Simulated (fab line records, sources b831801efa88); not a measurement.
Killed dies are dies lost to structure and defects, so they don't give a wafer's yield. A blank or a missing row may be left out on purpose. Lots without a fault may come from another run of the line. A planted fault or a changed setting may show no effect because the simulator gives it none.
fab line records | flow gf180mcu
record lots=6 wafers=18 last_day=33
route steps=602 shown V3@429
lots that met no fault: from a run of the same line without faults
start_h: hours from the record's first day to the start of the lot's first wafer shown | wait_h: hours since the lot's step before | " the same as in the row above | L1.1+2: a row that stands for several wafers | - no value, or no start given | * or withheld: withheld | < > ~ a bound
route shown NAME@n: a module of which the file shows steps, and the number in the route of the first | usual: mean/standard deviation of fault-free wafers | same: alike in all rows | chamber/n: place in a boat | sites: the reading at each site | _std_site: their standard deviation | _edge_site: outer sites' mean less inner sites' | radius_mm: how far each site lies from the wafer's centre | mask NAME#n: copy n | behind: the tool/chamber that last shaped the wafer | hold: why the lot was held/for how many hours/how that ended | device: the transistor (n, p or np) that didn't switch | end of line: the same wafers' tests at the end of the route | a step without rows: its recipe alone | killed: dies lost to structure and defects at the first sort, not the wafer's yield | map: a wafer's dies, x killed, . not, _ none there
set.NAME: the setting as run; set.NAME@STEP: as run at that earlier step | model.NAME: the simulator's own value behind a step, which no gauge read
lots at some steps of the route; a table a step, a row a wafer
services: from which hour (start_h, from the record's first day; less than 0 if before it) a tool's chamber was out of use, for how many hours, and why
## steps
# step GF_V3_CVD_00
# recipe material=SiO2 target_thk_nm=600 sigma_open_frac=0.3 temp_c=400 time_s=100 sih4_flow_sccm=60 pressure_mtorr=6
# step GF_V3_THK_MEAS_01
# recipe reads=SiO2_of_V3_CVD_00
# usual V3_CVD_00_THK=601/6.2
# columns lot.wafer tool chamber start_h wait_h V3_CVD_00_THK[nm]
L139.3 film_metro-01 - 522.55 0.1 600
L139.5 " - " " 593
L139.6 " - " " 600
L143.3 film_metro-04 - 561.38 0.1 606
L143.4 " - " " 596
L143.6 " - " " 601
L144.1 film_metro-02 - 562.72 0.1 600
L144.5 " - " " 603
L144.6 " - " " 603
L152.1 film_metro-04 - 624.92 0.0 599
L152.2 " - " " 603
L152.4 " - " " 602
L154.3 film_metro-04 - 638.94 0.1 606
L154.4 " - " " 599
L154.5 " - " " 614
L155.2 film_metro-01 - 642.84 0.1 606
L155.4 " - " " 600
L155.6 " - " " 607
# step GF_V3_CVD_02
# recipe material=SiO2 target_thk_nm=850 precursor=TEOS temp_c=400 time_s=94.851 rf_w=600
# usual heater_power_w=665/100 susceptor_temp_C=399.98/0.24
# columns lot.wafer tool chamber start_h wait_h heater_power_w since_wet_clean_h susceptor_temp_C
L139.3 pecvd-01 2 522.63 0.1 516 - 399.92
L139.5 " 1 " " 636 - 400.37
L139.6 " 2 " " 566 - 400.05
L143.3 pecvd-01 1 561.42 0.0 773 595 399.96
L143.4 " 2 " " 511 - 399.71
L143.6 " 0 " " 665 - 399.82
L144.1 pecvd-04 2 562.78 0.1 537 805 400.11
L144.5 " 2 " " 589 - 400.10
L144.6 " 1 " " 728 - 399.74
L152.1 pecvd-04 1 624.98 0.1 689 20 400.48
L152.2 " 0 " " 908 20 400.02
L152.4 " 0 " " 966 - 400.00
L154.3 pecvd-04 0 638.98 0.0 947 34 399.80
L154.4 " 1 " " 768 - 400.42
L154.5 " 0 " " 789 - 400.11
L155.2 pecvd-03 2 642.89 0.0 673 260 400.21
L155.4 " 1 " " 561 - 399.71
L155.6 " 0 " " 603 - 399.87
# step GF_V3_THK_MEAS_03
# recipe reads=SiO2_of_V3_CVD_02
# usual V3_CVD_02_THK=848/10
# columns lot.wafer tool chamber start_h wait_h V3_CVD_02_THK[nm]
L139.3 film_metro-04 - 522.72 0.1 853
L139.5 " - " " 856
L139.6 " - " " 858
L143.3 film_metro-01 - 561.51 0.1 847
L143.4 " - " " 851
L143.6 " - " " 866
L144.1 film_metro-04 - 562.85 0.0 836
L144.5 " - " " 853
L144.6 " - " " 839
L152.1 film_metro-04 - 625.05 0.0 834
L152.2 " - " " 839
L152.4 " - " " 851
L154.3 film_metro-02 - 639.07 0.1 854
L154.4 " - " " 853
L154.5 " - " " 862
L155.2 film_metro-01 - 642.97 0.0 848
L155.4 " - " " 870
L155.6 " - " " 856
# step GF_V3_CMP_04
# recipe material=SiO2 down_force_psi=4 platen_rpm=60 pad_velocity_m_s=0.94248
# usual motor_current_A=11.8/0.84 time_to_endpoint_s=79/5.5
# columns lot.wafer tool chamber start_h wait_h motor_current_A time_to_endpoint_s
L139.3 cmp-01 2 522.76 0.0 12.6 82
L139.5 " 2 " " 12.6 84
L139.6 " 3 " " 10.3 84
L143.4 cmp-02 1 561.55 0.0 11.9 77
L143.3 " 2 " " 11.4 75
L143.6 " 1 " " 11.5 82
L144.1 cmp-02 3 562.96 0.1 11.4 68
L144.6 " 2 " " 11.1 77
L144.5 " 3 " " 11.4 74
L152.1 cmp-02 1 625.11 0.1 11.4 77
L152.2 " 3 " " 12.7 75
L152.4 " 0 " " 11.8 83
L154.3 cmp-01 2 639.16 0.1 12.3 80
L154.4 " 3 " " 10.6 81
L154.5 " 1 " " 12.3 87
L155.4 cmp-01 0 643.07 0.1 13.0 82
L155.2 " 1 " " 12.6 83
L155.6 " 3 " " 10.1 81
# step GF_V3_BOW_MEAS_05
# recipe mode=bow
# usual V3_BOW=116/8.9
# columns lot.wafer tool chamber start_h wait_h V3_BOW[um]
L139.3 film_metro-02 - 523.10 0.3 113
L139.5 " - " " 117
L139.6 " - " " 119
L143.3 film_metro-01 - 561.89 0.2 125
L143.4 " - " " 119
L143.6 " - " " 107
L144.1 film_metro-02 - 563.21 0.2 102
L144.5 " - " " 111
L144.6 " - " " 101
L152.1 film_metro-04 - 625.41 0.2 127
L152.2 " - " " 128
L152.4 " - " " 123
L154.3 film_metro-04 - 639.45 0.2 135
L154.4 " - " " 126
L154.5 " - " " 128
L155.2 film_metro-04 - 643.34 0.2 115
L155.4 " - " " 97
L155.6 " - " " 122
# step GF_V3_DEHYDRATE_06
# recipe temp_c=200 time_s=60
# step GF_V3_HMDS_07
# recipe prime_time_s=60 prime_temp_c=120
# step GF_V3_COAT_08
# recipe resist=BARC temp_c=withheld time_s=withheld spin_rpm=withheld resist_thk_nm=withheld
# step GF_V3_COAT_09
# recipe resist=KrF spin_rpm=withheld resist_thk_nm=1000
# step GF_V3_SOFTBAKE_10
# recipe temp_c=130 time_s=60 resist=KrF
# step GF_V3_EXPOSE_11
# recipe mask_id=Via3 target_cd_nm=260 na=0.68 source_shape=conventional sigma_outer=0.6 dose_mj=38
# step GF_V3_PEB_12
# recipe peb_temp_c=135 peb_time_s=90 resist=KrF
# usual chill_plate_temp_C=23.00/0.1 exhaust_pa=45.0/0.75 heater_power_total_W=85.70/0.09
# columns lot.wafer tool chamber start_h wait_h chill_plate_temp_C exhaust_pa heater_power_total_W
L139.3 litho_track-02 0 545.93 - 22.94 43.9 85.68
L139.5 " 0 " " 22.93 44.9 85.69
L139.6 " 0 " " 22.92 44.4 85.64
L143.3 litho_track-02 - 582.28 - - - -
L143.4 " - " " - - -
L143.6 " - " " - - -
L144.1 litho_track-01 - 584.58 - - - -
L144.5 " - " " - - -
L144.6 " - " " - - -
L152.1 litho_track-01 0 645.38 - 22.74 46.6 85.61
L152.2 " 0 " " 22.82 45.5 85.79
L152.4 " 0 " " 22.90 45.4 85.85
L154.3 litho_track-01 0 658.59 - 23.01 44.7 85.67
L154.4 " 0 " " 23.12 46.3 85.58
L154.5 " 0 " " 22.97 45.5 85.75
L155.2 litho_track-02 0 662.79 - 23.04 44.3 85.73
L155.4 " 0 " " 23.08 44.5 85.76
L155.6 " 0 " " 22.98 44.7 85.71
# step GF_V3_DEVELOP_13
# recipe develop_time_s=60 resist=KrF dev_temp_c=21
## services
# columns tool chamber start_h hours kind
pecvd-01 - 499.63 4.7 repair
cmp-02 - 501.17 1.5 repair
pecvd-04 0 511.71 9.8 repair
pecvd-01 0 514.78 25.1 repair
litho_track-01 - 526.67 - consumable_replace:filter
pecvd-04 - 546.75 0.4 repair
pecvd-01 1 548.36 4.9 repair
cmp-02 - 568.09 4.8 pm
cmp-01 - 572.08 4.0 pm
cmp-01 - 575.08 2.5 repair
cmp-01 - 576.08 - consumable_replace:conditioner
cmp-01 - 576.08 - consumable_replace:pad
pecvd-04 - 591.12 14.0 pm
pecvd-04 0 591.12 14.0 vent_cycle
pecvd-04 1 591.12 14.0 vent_cycle
pecvd-04 2 591.12 14.0 vent_cycle
pecvd-04 - 591.20 3.4 repair
pecvd-04 0 605.12 - clean
pecvd-04 - 618.10 1.3 repair
cmp-01 - 635.22 3.5 repair
pecvd-04 0 649.62 3.8 repair
pecvd-04 1 652.04 4.1 repair
cmp-01 - 653.23 6.7 repair
pecvd-03 1 656.10 3.5 repair
## key
first_sign step=GF_V3_PEB_12 reading=tool_record direction=missing
effect none on later readings
met_at GF_V3_PEB_12
struck_wafers L143.3,L143.4,L143.6,L144.1,L144.5,L144.6
later_rows_left_out L143.3,L143.4,L143.6,L144.1,L144.5,L144.6
sort_left_out L143.3,L143.4,L143.6,L144.1,L144.5,L144.6
onset_between 545.93 582.28
fault kind=skipped_step_whole tool=litho_track-01,litho_track-02 chamber=- onset_h=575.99 steps=GF_V3_PEB_12 scope=struck_lots_only
# sort_left_out: the simulated sort isn't trusted on such a fault, so these wafers' sort isn't shown, and their yield isn't known
# later_rows_left_out: the simulator's readings of these wafers behind a module that went badly wrong aren't trusted and aren't shown, but for the sort
